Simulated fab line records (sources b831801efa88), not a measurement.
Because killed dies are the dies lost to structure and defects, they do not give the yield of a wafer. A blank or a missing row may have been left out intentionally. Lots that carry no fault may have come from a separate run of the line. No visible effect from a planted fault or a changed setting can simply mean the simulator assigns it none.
Which tool was responsible?	flow sfq-line	route of 325 steps, sampled at 1 step: 14 lots, 42 wafers

## WHAT THE GAUGES SHOWED, per wafer
The record holds no reading of a measuring or inspecting step that can be judged against a usual standard deviation.

## WHICH TOOL RAN EACH LOT (tool, then ch and the chambers of the sampled wafers, then the start)
lot	SFQ_TRILAYER_I3_VIA_LITHO_PEB_088
L459	litho-track-01 ch 0, day 51 01:48
L460	litho-track-03 ch 0, day 51 09:00
L462	litho-track-01 ch 0, day 52 15:00
L463	litho-track-01 ch 0, day 52 22:39
L464	litho-track-04 ch 0, day 53 02:13
L465	litho-track-04 ch 0, day 53 09:25
L471	litho-track-03 ch 0, day 55 16:07
L472	litho-track-03 ch 0, day 56 05:49
L473	litho-track-03 ch 0, day 56 15:19
L474	litho-track-03 ch 0, day 56 21:19
L477	litho-track-01 ch 0, day 57 04:31
L478	litho-track-04 ch 0, day 57 14:10
L479	litho-track-04 ch 0, day 57 18:58
L481	litho-track-01 ch 0, day 58 18:55
- SFQ_TRILAYER_I3_VIA_LITHO_PEB_088: peb time 60 s.

## AS READ BY THE TOOLS THEMSELVES (means over the sampled wafers that have a number; for cases with no such wafer, the mark the record gives instead)
SFQ_TRILAYER_I3_VIA_LITHO_PEB_088. Usual: 79.15 W for heater-power-total-W, sd 0.065.
lot	tool	heater-power-total-W (W)	flag
L459	litho-track-01	79.09	
L460	litho-track-03	79.18	
L462	litho-track-01	79.16	
L463	litho-track-01	79.17	
L464	litho-track-04	79.03	
L465	litho-track-04	79.13	
L471	litho-track-03	79.15	
L472	litho-track-03	79.15	
L473	litho-track-03	79.67	OFF
L474	litho-track-03	80.35	OFF
L477	litho-track-01	79.18	
L478	litho-track-04	79.18	
L479	litho-track-04	79.18	
L481	litho-track-01	79.19	

## THE ANSWER, worked out from the rows above alone
Rule: lot off if the mean of its wafers having a number is beyond 3 standard deviations from the usual mean. Also off: a lot with no number at a reading for which 4 or more lots have one. All remaining lots with rows at the step are treated as sound. After the gauges, taken in route order, come the tools' own readings; for these a lot's mean is taken, as printed above. The first step at which some lot is off is used, and at that step the reading that is off furthest; a lot without a number counts as furthest.
Off at SFQ_TRILAYER_I3_VIA_LITHO_PEB_088 (heater-power-total-W): L473, L474.
If a tool, at that step or one of the process steps before it, ran each lot that is off and ran no sound lot following the first of them, it fits. One fits: litho-track-03 at SFQ_TRILAYER_I3_VIA_LITHO_PEB_088. A fault onset in the window from L472 (day 56 05:49, its last sound lot) to L473 (day 56 15:19, its first lot off) fits.
The tool's own readings at SFQ_TRILAYER_I3_VIA_LITHO_PEB_088 bear it out: on the lots that are off they differ by more than 5 times the standard deviation of the sound lots' means. heater-power-total-W reads 80.01 W there against 79.15 W on the sound lots.

## WHAT THE SIMULATOR HAD INSERTED
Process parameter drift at SFQ_TRILAYER_I3_VIA_LITHO_PEB_088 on litho-track-03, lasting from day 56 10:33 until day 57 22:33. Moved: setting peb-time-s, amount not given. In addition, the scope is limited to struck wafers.
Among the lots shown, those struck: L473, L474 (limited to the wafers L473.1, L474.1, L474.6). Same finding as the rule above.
